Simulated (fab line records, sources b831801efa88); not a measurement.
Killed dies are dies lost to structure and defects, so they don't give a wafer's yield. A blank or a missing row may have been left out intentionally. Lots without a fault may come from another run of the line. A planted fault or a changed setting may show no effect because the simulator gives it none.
Struck lot and sound lot, side by side    flow sfqLine    13 steps out of a route of 325
Sound: the wafers L893.1, L893.4, L893.6. Struck: wafer L901.3 (L901.1, L901.6, from the same lot, were not struck and are left out); the cause is given at the end.
Each step with rows lists, per side, the tool, then ch with its chambers, then its first start. Under that, the readings that differ: sound wafers    struck wafers    difference of the means    sigmas: that difference in standard deviations of wafers without a fault.
alike: readings with means less than 2 such deviations apart, plus words and numbers identical on both sides. not compared: withheld readings, readings lacking a value on some wafer, bounds such as >300 that could conceal the same value, and numbers that have no deviation in the record and whose values overlap.
A row with sigmas, a row that says differs or no value, or rows on one side alone: a step with any of these is where the two part. When numbers do not overlap yet have no deviation, they are printed without sigmas and do not part them. Lack of a reading on every wafer of one side parts them only where that side has two or more wafers.

first, 6 steps without rows for these wafers: SFQ_TRILAYER_M2_LITHO_COAT_062 (resist thk 62 nm); SFQ_TRILAYER_M2_LITHO_COAT_057 (resist thk 600 nm); SFQ_TRILAYER_M2_LITHO_SOFTBAKE_061; SFQ_TRILAYER_M2_LITHO_EXPOSE_058 (exposes mask M2, target cd 500 nm); SFQ_TRILAYER_M2_LITHO_PEB_060 (peb time 60 s); SFQ_TRILAYER_M2_LITHO_DEVELOP_059 (time 60 s).
SFQ_M2_OVL_MEAS_916:
  sound: overlay-02 at day 26 07:49; struck: overlay-02 at day 30 01:59
reading      sound   struck  difference  sigmas
M2_OVL (nm)  5 10 0  -6      -11         -2
SFQ_TRILAYER_M2_BARC_OPEN_METAL_ETCH_077: etches BARC in O2, target depth 125 nm, time 41.7 s.
  sound on rieMetal-03 ch 0,1, day 26 07:51; struck on rieMetal-04 ch 1, day 30 02:01
  alike: drypumpMotorCurrentA, oesProductAu
  not compared: rfHoursCounterH
SFQ_TRILAYER_M2_ETCH_METAL_ETCH_060: etches Nb in Cl2/Ar, stops on SiO2, target depth 240 nm, time 120 s.
  sound on rieMetal-03 ch 0,1, day 26 07:56; struck on rieMetal-04 ch 1, day 30 02:04
  alike: drypumpMotorCurrentA, oesProductAu
  not compared: rfHoursCounterH
SFQ_TRILAYER_M2_STRIP_STRIP_061: strips in O2.
  sound on rieMetal-03 ch 0,1, day 26 08:06; struck on rieMetal-04 ch 1, day 30 02:12
reading              sound              struck  difference  sigmas
oesProductAu (a.u.)  0.990 0.991 1.017  1.025   +0.026      +2
  alike: drypumpMotorCurrentA
  not compared: rfHoursCounterH
then, 1 step without rows for these wafers: SFQ_TRILAYER_M2_STRIP_SOLV_CLEAN_062 (cleans in NMP, time 600 s).
SFQ_TRILAYER_I2_DEP_PECVD_063: deposits SiO2 from SiH4/N2O, time 111.11 s, target thk 500 nm.
  sound on pecvd-03 ch 1,2, day 26 09:04; struck on pecvd-01 ch 0, day 30 02:58
reading                                             sound              struck  difference  sigmas
runLengthS (s)                                      139.4 139.3 139.3  143.0   +3.7        +6
model.SiO2_of_TRILAYER_I2_DEP_PECVD_063.thkNm (nm)  482.5 502.8 485.6  512     +22         
  alike: heaterPowerW, throttleValvePct
SFQ_TRILAYER_I2_CMP_CMP_064: polishes SiO2.
  sound on cmp-02 ch 0,2, day 26 21:47; struck on cmp-02 ch 1, day 30 18:47
  alike: motorCurrentA, slurryFlowMlMin, timeToEndpointS

== WHERE THEY PART ==
First at SFQ_M2_OVL_MEAS_916; last, within this record, at SFQ_TRILAYER_I2_DEP_PECVD_063. Later steps at which nothing parts them and some readings are alike: SFQ_TRILAYER_I2_CMP_CMP_064.

WHY: what had been put in by the simulator
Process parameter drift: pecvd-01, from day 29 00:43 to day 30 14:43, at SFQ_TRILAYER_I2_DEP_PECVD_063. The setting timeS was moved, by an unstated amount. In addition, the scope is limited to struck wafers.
